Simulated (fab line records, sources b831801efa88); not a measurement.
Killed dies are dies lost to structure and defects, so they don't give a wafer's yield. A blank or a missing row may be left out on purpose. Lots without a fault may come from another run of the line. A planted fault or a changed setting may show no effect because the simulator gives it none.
A sampling plan put to the test | flow sky130 | one fab line, 10 faults that these records tell of, each judged on the records of the lots that it struck
The plan is the line's own looks: the steps of the route at which a gauge or an inspection reads the wafer and doesn't change it. A look can be judged if struck wafers have a number there and the file gives its usual mean and standard deviation on fault-free wafers. Caught: at a look after the fault's first step, the mean of the struck wafers lies 4 or more of those standard deviations (sigma) from the usual mean. On the tool: the same test on the tool's own readings at the fault's steps. Another recipe on the struck wafers, or a record that is blank for them alone, also counts as caught.

THE FAULTS, as the simulator had put them in
1. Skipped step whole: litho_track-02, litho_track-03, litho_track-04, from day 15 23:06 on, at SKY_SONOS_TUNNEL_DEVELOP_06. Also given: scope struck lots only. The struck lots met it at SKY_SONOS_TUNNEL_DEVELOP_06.
2. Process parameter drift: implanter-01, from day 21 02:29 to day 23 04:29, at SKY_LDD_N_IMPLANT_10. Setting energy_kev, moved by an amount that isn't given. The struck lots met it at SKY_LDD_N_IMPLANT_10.
3. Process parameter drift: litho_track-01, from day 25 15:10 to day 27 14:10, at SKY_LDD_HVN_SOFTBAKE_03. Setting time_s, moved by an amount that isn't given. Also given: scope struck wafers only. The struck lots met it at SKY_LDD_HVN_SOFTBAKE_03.
4. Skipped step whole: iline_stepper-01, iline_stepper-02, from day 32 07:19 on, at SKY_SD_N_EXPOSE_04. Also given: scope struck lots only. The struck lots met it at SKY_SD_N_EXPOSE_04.
5. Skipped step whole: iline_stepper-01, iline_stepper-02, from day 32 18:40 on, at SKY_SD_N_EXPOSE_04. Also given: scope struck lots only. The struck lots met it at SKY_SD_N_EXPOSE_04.
6. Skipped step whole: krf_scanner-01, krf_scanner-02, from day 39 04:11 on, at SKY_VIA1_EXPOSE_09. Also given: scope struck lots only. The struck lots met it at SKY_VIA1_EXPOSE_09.
7. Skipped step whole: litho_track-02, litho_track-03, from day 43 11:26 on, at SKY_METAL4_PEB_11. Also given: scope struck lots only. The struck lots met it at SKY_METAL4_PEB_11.
8. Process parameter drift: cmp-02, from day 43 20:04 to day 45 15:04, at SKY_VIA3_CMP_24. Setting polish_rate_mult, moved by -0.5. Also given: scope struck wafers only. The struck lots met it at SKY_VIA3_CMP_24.
9. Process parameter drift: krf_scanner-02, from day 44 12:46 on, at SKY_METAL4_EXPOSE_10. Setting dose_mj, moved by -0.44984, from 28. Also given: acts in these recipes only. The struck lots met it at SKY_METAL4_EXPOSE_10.
10. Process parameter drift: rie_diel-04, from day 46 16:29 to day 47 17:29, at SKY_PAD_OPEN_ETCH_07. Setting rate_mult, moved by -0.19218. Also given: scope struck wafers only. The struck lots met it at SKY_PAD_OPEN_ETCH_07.

WHAT THE PLAN SAW
fault | on the tool itself                               | first look that catches it     | reading, sigma | median hours from its first step to that look | hours from the fault's start to the first struck lot there | judged looks passed uncaught
1     | the tool's record is blank for the struck wafers | no look after it can be judged | -              | -                                             | -                                                          | 0
2     | beam_energy_keV -99 or beyond sigma              | no look after it can be judged | -              | -                                             | -                                                          | 0
3     | heater_power_total_W +86 sigma                   | no look after it can be judged | -              | -                                             | -                                                          | 0
4     | no reading that can be judged                    | no look after it can be judged | -              | -                                             | -                                                          | 0
5     | no reading that can be judged                    | no look after it can be judged | -              | -                                             | -                                                          | 0
6     | no reading that can be judged                    | no look after it can be judged | -              | -                                             | -                                                          | 0
7     | no reading that can be judged                    | no look after it can be judged | -              | -                                             | -                                                          | 0
8     | overpolish_run_s -99 or beyond sigma             | no look after it can be judged | -              | -                                             | -                                                          | 0
9     | exposure_dose_mJ_cm2 -10 sigma                   | no look after it can be judged | -              | -                                             | -                                                          | 0
10    | oes_product_au -15 sigma                         | no look after it can be judged | -              | -                                             | -                                                          | 0
A dash: the fault isn't caught, or these records don't give the number.

Caught at a look: 0 of 10. Caught on the tool: 6 of 10. By one or the other: 6 of 10.
Caught on the tool alone: faults 1, 2, 3, 8, 9, 10.
Caught by neither: faults 4, 5, 6, 7.
